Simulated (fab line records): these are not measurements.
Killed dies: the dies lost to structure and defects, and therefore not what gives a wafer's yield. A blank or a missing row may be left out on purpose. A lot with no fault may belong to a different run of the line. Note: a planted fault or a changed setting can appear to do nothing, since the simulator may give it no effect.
Which of the tools did it? / flow sky130 / route of 708 steps, sampled at 1 step: 11 lots, 33 wafers

WHAT EACH GAUGE READ, for each wafer
SKY_SONOS_ONO_THK_MEAS_03.
lot=L640; measured=day 11 11:20; on=film metro-01; SONOS_ONO_CVD_02_THK (nm)=10.36 10.16 10.35
lot=L642; measured=day 12 09:08; on=film metro-04; SONOS_ONO_CVD_02_THK (nm)=10.47 10.41 10.54
lot=L644; measured=day 12 18:04; on=film metro-01; SONOS_ONO_CVD_02_THK (nm)=10.75 10.77 10.61
lot=L646; measured=day 13 13:22; on=film metro-01; SONOS_ONO_CVD_02_THK (nm)=10.58 10.59 10.55
lot=L647; measured=day 13 17:41; on=film metro-03; SONOS_ONO_CVD_02_THK (nm)=10.54 10.57 10.56
lot=L648; measured=day 14 00:04; on=film metro-04; SONOS_ONO_CVD_02_THK (nm)=10.36 10.48 10.43
lot=L650; measured=day 14 17:49; on=film metro-04; SONOS_ONO_CVD_02_THK (nm)=10.71 10.69 10.51
lot=L651; measured=day 15 00:01; on=film metro-03; SONOS_ONO_CVD_02_THK (nm)=10.70 10.68 10.65
lot=L658; measured=day 17 17:29; on=film metro-04; SONOS_ONO_CVD_02_THK (nm)=10.54 10.56 10.71
lot=L661; measured=day 18 12:30; on=film metro-04; SONOS_ONO_CVD_02_THK (nm)=10.33 10.37 10.48
lot=L662; measured=day 18 19:11; on=film metro-04; SONOS_ONO_CVD_02_THK (nm)=10.66 10.57 10.57

WHAT TOOL EACH LOT RAN ON (gives the tool, then ch and the chambers of the sampled wafers, and finally the start)
Before these readings, the record contains no process step.

THE ANSWER, worked out from the rows above alone
Rule: usual is defined by the lots themselves. Put in order of their means at a reading, lots are off if they are a third of the lots or fewer, leave a main group of 4 or more, and stand apart from it by a gap of 3 or more times the standard deviation of the main group's means; of several such gaps the widest counts. The tables above print the reading to a certain number of digits; a main group whose means all agree to those digits is not used. A lot without any number at a reading at which 4 lots or more have one is off too. All remaining lots with rows at the step are treated as sound.
Nothing can be told from this: no lot is off at any reading shown.

WHAT WAS PUT IN BY THE SIMULATOR
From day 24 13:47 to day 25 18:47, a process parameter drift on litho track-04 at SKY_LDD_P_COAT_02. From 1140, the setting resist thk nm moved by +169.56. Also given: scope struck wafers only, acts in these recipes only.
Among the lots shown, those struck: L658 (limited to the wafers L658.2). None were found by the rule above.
